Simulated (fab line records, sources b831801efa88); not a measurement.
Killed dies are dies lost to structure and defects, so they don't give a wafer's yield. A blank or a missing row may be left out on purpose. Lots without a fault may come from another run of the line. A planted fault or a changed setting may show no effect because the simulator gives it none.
One fault seen from 2 desks | flow gf180mcu | each desk has only its own numbers; what lay behind them comes last

THE METROLOGY DESK
What the gauges read, lot by lot, whatever tool the lot ran on: means of the sampled wafers that have a number. A lot is out of limits, marked OUT, if its mean lies more than 4 standard deviations from the usual mean; the brackets give that distance.
Columns: A = NSD_OVL at GF_NSD_OVL_MEAS_08, usual -0.9 nm; B = CONTACT_CVD_02_THK at GF_CONTACT_THK_MEAS_03, usual 859 nm
lot  | first seen here | A    | B
L615 | day 13 07:07    | -0.4 | 860
L616 | day 13 19:11    | -0.7 | 843
L617 | day 14 05:49    | -0.5 | 868
L618 | day 14 14:04    | 0.4  | 848
L619 | day 15 03:13    | -0.8 | 837
L620 | day 15 06:26    | -1.4 | 852
L622 | day 15 19:01    | -0.8 | 872
L623 | day 16 06:46    | -1.5 | 863
L625 | day 16 20:01    | -1.4 | 871
L626 | day 17 01:37    | -0.5 | 843
L634 | day 20 03:44    | -0.4 | 864
L637 | day 21 01:58    | -2.2 | 854
L638 | day 21 08:05    | -0.6 | 854
This desk's finding: nothing out of limits on any of the 13 lots.

THE TOOL OWNER'S DESK: cmp-02
The tool's own readings at GF_CONTACT_CMP_04 (polishes SiO2): means of the sampled wafers that have a number, for each lot that ran on this tool. A lot is out of limits, marked OUT, if its mean lies more than 4 standard deviations from the usual mean; the brackets give that distance.
Columns: A = edge_zone_pressure_frac at GF_CONTACT_CMP_04, usual 1.001; B = motor_current_A at GF_CONTACT_CMP_04, usual 11.8 A; C = time_to_endpoint_s at GF_CONTACT_CMP_04, usual 111 s
lot  | first seen here | A     | B    | C
L616 | day 15 16:03    | 1.005 | 12.4 | 106
L622 | day 17 18:20    | 1.003 | 11.0 | 112
L625 | day 18 21:46    | 1.003 | 10.9 | 113
L626 | day 19 02:38    | 1.007 | 11.4 | 110
L634 | day 22 05:00    | 1.002 | 11.7 | 75 (-5.2) OUT
This desk's finding: out of limits on L634; first on L634, day 22 05:00 (time_to_endpoint_s at GF_CONTACT_CMP_04). In limits: L616, L622, L625, L626.

PUT TOGETHER
The tool owner's desk could have raised an alarm at day 22 05:00, on L634.
The metrology desk saw nothing out of limits.
The metrology desk has L634 on record, within its limits.
Of the lots named, all ran GF_CONTACT_CMP_04 on cmp-02.

WHAT THE SIMULATOR HAD PUT IN
Process parameter drift: cmp-02, from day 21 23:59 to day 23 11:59, at GF_CONTACT_CMP_04. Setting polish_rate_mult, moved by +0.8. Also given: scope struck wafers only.
Lots struck among those shown: L634.
Hours from the fault's start to each desk's first reading out of limits: the tool owner's desk, 5.
